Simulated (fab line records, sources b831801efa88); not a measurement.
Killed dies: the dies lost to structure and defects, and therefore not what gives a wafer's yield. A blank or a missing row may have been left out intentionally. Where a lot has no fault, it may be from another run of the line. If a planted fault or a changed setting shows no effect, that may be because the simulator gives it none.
The tool behind it: which one? -- flow sky130 -- Sampling: 10 lots, 30 wafers, 4 of 708 route steps

WHAT THE GAUGES READ, wafer by wafer
SKY_VT_ADJUST_LVTN_TW_MEAS_21. Usual: VT_ADJUST_LVTN_2_TW 188.8, standard deviation 1.3.
lot,measured,on,VT_ADJUST_LVTN_2_TW,flag
L586,day 7 18:52,film metro-04,187.6 187.5 187.6,
L588,day 8 02:09,film metro-02,186.7 186.7 186.4,
L589,day 8 10:33,film metro-01,190.4 189.4 188.8,
L594,day 10 02:14,film metro-04,188.5 188.7 188.1,
L595,day 10 06:07,film metro-01,190.5 190.2 190.9,
L598,day 11 05:20,film metro-02,187.2 188.5 187.3,
L599,day 11 11:19,film metro-01,190.3 190.4 190.5,
L602,day 12 05:50,film metro-02,185.4 187.2 186.3,
L603,day 12 13:25,film metro-04,189.9 188.9 189.1,
L607,day 13 19:49,film metro-04,189.4 190.1 188.8,

SKY_SONOS_ONO_THK_MEAS_01. Usual: SONOS_ONO_OXIDATION_THK 2.56 nm, standard deviation 0.067.
lot,measured,on,SONOS_ONO_OXIDATION_THK (nm),flag
L586,day 11 13:34,film metro-01,2.41 2.42 2.46,
L588,day 11 20:58,film metro-03,2.69 2.60 2.56,
L589,day 12 08:09,film metro-01,2.66 2.59 2.60,
L594,day 14 06:01,film metro-03,2.50 2.51 2.59,
L595,day 14 09:19,film metro-02,2.17 2.19 2.16,OFF
L598,day 15 13:41,film metro-03,2.11 2.15 2.10,OFF
L599,day 15 21:17,film metro-02,2.53 2.50 2.50,
L602,day 16 18:46,film metro-02,2.63 2.56 2.61,
L603,day 17 03:59,film metro-02,2.51 2.64 2.58,
L607,day 18 14:23,film metro-01,2.55 2.58 2.64,

WHAT TOOL EACH LOT RAN ON (gives the tool, then ch and the chambers of the sampled wafers, and finally the start)
lot,SKY_VT_ADJUST_LVTN_STRIP_20,SKY_SONOS_ONO_OXIDATION_00
L586,"plasma asher-03 ch 0,1, day 7 18:46","furnace-02 ch 0, day 11 12:13"
L588,"plasma asher-01 ch 1, day 8 02:02","furnace-01 ch 0, day 11 19:36"
L589,"plasma asher-02 ch 0,1, day 8 10:26","furnace-02 ch 0, day 12 06:48"
L594,"plasma asher-02 ch 0,1, day 10 02:08","furnace-02 ch 0, day 14 04:40"
L595,"plasma asher-01 ch 0,1, day 10 06:01","furnace-02 ch 0, day 14 07:59"
L598,"plasma asher-03 ch 0,1, day 11 05:15","furnace-02 ch 0, day 15 12:20"
L599,"plasma asher-01 ch 0,1, day 11 11:13","furnace-01 ch 0, day 15 19:56"
L602,"plasma asher-02 ch 1, day 12 05:44","furnace-01 ch 0, day 16 17:25"
L603,"plasma asher-03 ch 0,1, day 12 13:19","furnace-01 ch 0, day 17 02:38"
L607,"plasma asher-01 ch 0,1, day 13 19:43","furnace-01 ch 0, day 18 13:02"
- SKY_VT_ADJUST_LVTN_STRIP_20: strips in O2/N2.
- SKY_SONOS_ONO_OXIDATION_00: stabilise 600 s, purge 300 s, target thk 2.6 nm.

WHAT THE TOOLS THEMSELVES READ (means of the sampled wafers that have a number; where no wafer has one, the mark that the record gives instead)
SKY_VT_ADJUST_LVTN_STRIP_20. Usual: chamber pressure mTorr 1500.1 mTorr, standard deviation 1.4; drypump motor current A 5.9 A, standard deviation 0.44; oes product au 0.716 a.u., standard deviation 0.0048; strip time to endpoint s 14.18 s, standard deviation 0.036.
lot,tool,chamber pressure mTorr (mTorr),drypump motor current A (A),oes product au (a.u.),strip time to endpoint s (s),flag
L586,plasma asher-03,1499.5,5.8,0.717,14.15,
L588,plasma asher-01,1500.7,6.3,0.716,14.23,
L589,plasma asher-02,1499.2,5.1,0.714,14.20,
L594,plasma asher-02,1500.1,5.2,0.716,14.20,
L595,plasma asher-01,1500.9,6.2,0.716,14.20,
L598,plasma asher-03,1499.4,5.9,0.718,14.19,
L599,plasma asher-01,1501.1,6.3,0.714,14.20,
L602,plasma asher-02,1499.9,5.7,0.717,14.18,
L603,plasma asher-03,1499.2,5.9,0.714,14.16,
L607,plasma asher-01,1501.2,6.3,0.717,14.18,

SKY_SONOS_ONO_OXIDATION_00. Usual: ramp down c per min 3.0000, standard deviation 0.00054; ramp up c per min 10.000, standard deviation 0.002; spike tc bottom C 817.7 C, standard deviation 2.9; spike tc centre C 800.7 C, standard deviation 1.1; spike tc lower C 800.4 C, standard deviation 1.3; spike tc upper C 800.1 C, standard deviation 1.3; tube center temp C 800 C, standard deviation 0.071; tube_center_temp_C_max 802.1, standard deviation 0.38; zone power centre pct 14.82 %, standard deviation 0.16.
lot,tool,ramp down c per min,ramp up c per min,spike tc bottom C (C),spike tc centre C (C),spike tc lower C (C),spike tc upper C (C),tube center temp C (C),tube_center_temp_C_max,zone power centre pct (%),flag
L586,furnace-02,3.0001,10.000,821.6,800.3,799.5,799.1,800,801.9,14.93,
L588,furnace-01,2.9997,9.999,815.7,800.4,800.9,799.5,800,802.2,14.79,
L589,furnace-02,3.0002,10.002,820.8,799.9,800.0,798.4,800,801.8,14.90,
L594,furnace-02,3.0004,9.999,820.9,800.7,799.8,799.2,800,801.7,14.71,
L595,furnace-02,3.0003,10.003,809.7,789.8,787.7,787.3,788,790.3,14.45,OFF
L598,furnace-02,3.0002,10.001,809.8,788.8,787.2,786.5,788,790.4,14.38,OFF
L599,furnace-01,2.9999,9.999,815.4,800.7,800.5,800.3,800,801.9,14.76,
L602,furnace-01,2.9997,9.999,815.5,801.6,801.6,800.4,800,802.1,14.95,
L603,furnace-01,2.9999,10.002,816.0,801.3,801.7,800.5,800,801.8,14.88,
L607,furnace-01,2.9996,10.000,815.8,800.5,800.9,800.7,800,802.5,14.80,

THE ANSWER, worked out from the rows above alone
Rule: a lot is off if the mean of its wafers that have a number lies more than 3 standard deviations from the usual mean. A lot without any number at a reading at which 4 lots or more have one is off too. Where the step has rows for the other lots, those lots are counted as sound. The gauges are gone through in route order, then the tools' own readings, and for those a lot's mean is taken as printed above. At the first step where some lot is off, the reading lying furthest off is the one used; lots without a number count as furthest.
Off: L595, L598, seen at SKY_SONOS_ONO_THK_MEAS_01 (SONOS_ONO_OXIDATION_THK).
A tool fits if, at a process step before that reading, it ran every lot that is off, and no sound lot after the first of them. Not tried: the gauges at SKY_SONOS_ONO_THK_MEAS_01; whatever is off there is also off at SKY_SONOS_ONO_OXIDATION_00, on other tools, and gauge error can't account for it. One candidate fits, namely furnace-02 at SKY_SONOS_ONO_OXIDATION_00. A fault onset in the window from L594 (day 14 04:40, its last sound lot) to L595 (day 14 07:59, its first lot off) fits.
The tool's own readings at SKY_SONOS_ONO_OXIDATION_00 bear it out: on the lots that are off they differ by more than 5 times the standard deviation of the sound lots' means. spike tc centre C reads 789.3 C there against 800.7 C on the sound lots; spike tc lower C reads 787.5 C there against 800.6 C on the sound lots; spike tc upper C reads 786.9 C there against 799.8 C on the sound lots; tube center temp C reads 788 C there against 800 C on the sound lots; tube_center_temp_C_max reads 790.3 there against 802.0 on the sound lots; zone power centre pct reads 14.41 % there against 14.84 % on the sound lots.

WHAT WAS PUT IN BY THE SIMULATOR
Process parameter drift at SKY_SONOS_ONO_OXIDATION_00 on furnace-02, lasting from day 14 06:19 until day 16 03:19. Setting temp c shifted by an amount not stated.
Struck lots among those shown: L595, L598. This agrees with what the rule above found.
